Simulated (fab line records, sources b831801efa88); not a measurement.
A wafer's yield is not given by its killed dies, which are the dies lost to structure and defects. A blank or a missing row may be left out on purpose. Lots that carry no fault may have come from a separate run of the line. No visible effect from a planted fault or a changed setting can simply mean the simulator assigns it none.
One fault through the eyes of 2 desks -- flow sky130 -- numbers are kept per desk, each desk with only its own; the story behind them comes last

## THE METROLOGY DESK
What the gauges read, lot by lot, whatever tool the lot ran on: means of the sampled wafers that have a number. A lot is out of limits, marked OUT, if its mean lies more than 4 standard deviations from the usual mean; the brackets give that distance. Of its 8 readings 7 are shown: those that lie furthest out on some lot.
Columns: A = PWDE_OVL at SKY_PWDE_OVL_MEAS_07, usual 0.7 nm; B = PWDE_TW at SKY_PWDE_TW_MEAS_10, usual 371; C = NWELL_00_OVL at SKY_NWELL_OVL_MEAS_10, usual 0.6 nm; D = NWELL_TW at SKY_NWELL_TW_MEAS_15, usual 1808; E = NWELL_01_OVL at SKY_NWELL_OVL_MEAS_23, usual -1.2 nm; F = NWELL_2_TW at SKY_NWELL_TW_MEAS_26, usual 494; G = NWELL_RS at SKY_NWELL_RS_MEAS_29, usual 624.7 ohm/sq
lot,first seen here,A,B,C,D,E,F,G
L399,day 4 06:53,-1.7,371,-0.9,1777,-1.3,503,624.3
L403,day 5 10:37,1.8,367,-0.0,1826,-1.3,499,623.8
L404,day 5 10:56,1.0,377,1.0,1771,-1.5,484,623.6
L409,day 6 11:07,2.9,365,-0.3,1831,-0.3,487,626.1
L414,day 7 16:46,1.4,378,-1.3,1827,-0.1,502,627.6
L415,day 7 21:20,-0.5,371,0.6,1827,-0.9,488,626.8
This desk found nothing out of limits on any of the 6 lots.

## TOOL OWNER'S DESK, iline-stepper-02
The tool's own readings at SKY_NWELL_EXPOSE_07 (exposes mask NWM, target cd 840 nm): means of the sampled wafers that have a number, for each lot that ran on this tool. A lot is out of limits, marked OUT, if its mean lies more than 4 standard deviations from the usual mean; the brackets give that distance.
Columns: A = exposure-dose-mJ-cm2 at SKY_NWELL_EXPOSE_07, usual 255.04
lot,first seen here,A
L399,day 4 15:56,254.94
L403,day 5 19:35,254.91
L414,day 8 02:23,254.86
L415,day 8 07:43,255.35
This desk found nothing out of limits on any of the 4 lots.

## PUT TOGETHER
Nothing out of limits was seen by the metrology desk.
Nothing out of limits was seen by the tool owner's desk.

## WHAT THE SIMULATOR HAD PUT IN
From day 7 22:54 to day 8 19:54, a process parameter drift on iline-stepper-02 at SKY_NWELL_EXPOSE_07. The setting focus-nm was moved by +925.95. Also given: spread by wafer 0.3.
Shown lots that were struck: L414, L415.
